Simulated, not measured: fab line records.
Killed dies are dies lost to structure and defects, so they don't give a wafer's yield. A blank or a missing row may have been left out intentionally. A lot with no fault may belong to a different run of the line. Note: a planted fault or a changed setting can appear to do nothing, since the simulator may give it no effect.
Chamber matching :: flow gf180mcu :: cmp-02 running GF_STI_CMP_25: 4 sister chambers
The step polishes, stops on Si3N4, t overpolish 33 s, target thk 524.6 nm. 4 wafers are shown with their chamber, then 9 later ones without.

WAFERS, EACH WITH ITS CHAMBER
wafer: L085.3
chamber: 2
motor_current_A (A): 14.8

wafer: L086.1
chamber: 1
motor_current_A (A): 9.8

wafer: L090.4
chamber: 0
motor_current_A (A): 13.4

wafer: L090.6
chamber: 3
motor_current_A (A): 13.3

WAFERS WITH NO CHAMBER GIVEN
wafer: L091.1
motor_current_A (A): 14.4

wafer: L091.4
motor_current_A (A): 10.1

wafer: L091.6
motor_current_A (A): 13.7

wafer: L092.4
motor_current_A (A): 13.8

wafer: L092.5
motor_current_A (A): 10.5

wafer: L092.6
motor_current_A (A): 14.8

wafer: L094.1
motor_current_A (A): 15.1

wafer: L094.4
motor_current_A (A): 10.0

wafer: L094.5
motor_current_A (A): 12.7

CHAMBER TAKEN BY EACH
wafer: L091.1
from the rows above: can't be placed: 2 or 0 or 3
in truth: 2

wafer: L091.4
from the rows above: 1
in truth: 1

wafer: L091.6
from the rows above: can't be placed: 0 or 3 or 2
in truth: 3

wafer: L092.4
from the rows above: can't be placed: 0 or 3 or 2
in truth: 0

wafer: L092.5
from the rows above: 1
in truth: 1

wafer: L092.6
from the rows above: 2
in truth: 2

wafer: L094.1
from the rows above: 2
in truth: 2

wafer: L094.4
from the rows above: 1
in truth: 1

wafer: L094.5
from the rows above: can't be placed: 3 or 0
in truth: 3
Correctly placed: 5 of 9. Not placeable from these rows: 4 (in 4, the candidates include the true chamber). Placed wrongly: 0.
How it was worked out, from the rows above alone: a wafer's distance from a chamber is the root of the sum, over the readings, of the square of ((its reading less the chamber's mean) divided by the reading's scatter). If the next closest chamber is less than 2 further off than the closest, the wafer can't be placed; otherwise it belongs to the closest. For every chamber, the mean is computed from those of its wafers that are shown. The scatter: with one shown wafer a chamber, the root of the mean of the squares of how far each hidden wafer lies from its nearest shown one.
